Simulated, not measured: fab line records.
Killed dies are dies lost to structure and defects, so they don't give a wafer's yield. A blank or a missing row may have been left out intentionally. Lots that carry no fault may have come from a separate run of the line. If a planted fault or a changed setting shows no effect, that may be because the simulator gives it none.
Which of the tools did it?	flow sky130	at 1 step of a route of 708, 11 lots with 33 wafers sampled

WHAT THE GAUGES READ, wafer by wafer
SKY_VIA4_THK_MEAS_20: measures by xrf.
lot	measured	on	VIA4_W_THK (nm)
L963	day 42 12:14	filmMetro-01	505 507 512
L964	day 43 05:16	filmMetro-02	504 497 503
L965	day 43 08:06	filmMetro-01	495 504 489
L967	day 43 16:33	filmMetro-02	502 501 502
L970	day 45 00:17	filmMetro-01	511 503 514
L975	day 46 05:29	filmMetro-02	497 506 499
L978	day 47 10:13	filmMetro-01	503 507 510
L980	day 47 13:14	filmMetro-02	504 506 513
L984	day 48 03:17	filmMetro-02	496 497 495
L983	day 48 06:47	filmMetro-03	511 513 501
L985	day 48 11:05	filmMetro-02	498 504 499

WHAT TOOL EACH LOT RAN ON (gives the tool, then ch and the chambers of the sampled wafers, and finally the start)
The record shows no process step preceding these readings.

AS READ BY THE TOOLS THEMSELVES (means over the sampled wafers that have a number; for cases with no such wafer, the mark the record gives instead)
The record holds no such reading with a usual standard deviation.

THE ANSWER, worked out from the rows above alone
Rule: the usual values come from the lots themselves. Put in order of their means at a reading, lots are off if they are a third of the lots or fewer, leave a main group of 4 or more, and stand apart from it by a gap of 3 or more times the standard deviation of the main group's means; of several such gaps the widest counts. A main group is skipped when, at the precision printed for the reading in the tables above, its means are all equal. Also off: a lot with no number at a reading for which 4 or more lots have one. Any other lot the step has rows for is counted as sound. Order of review: gauges by route order, followed by the tools' own readings, for which a lot's mean as printed above is used. At the first step where some lot is off, the reading lying furthest off is the one used; lots without a number count as furthest.
Nothing can be told from this: no lot is off at any reading shown.

WHAT THE SIMULATOR HAD INSERTED
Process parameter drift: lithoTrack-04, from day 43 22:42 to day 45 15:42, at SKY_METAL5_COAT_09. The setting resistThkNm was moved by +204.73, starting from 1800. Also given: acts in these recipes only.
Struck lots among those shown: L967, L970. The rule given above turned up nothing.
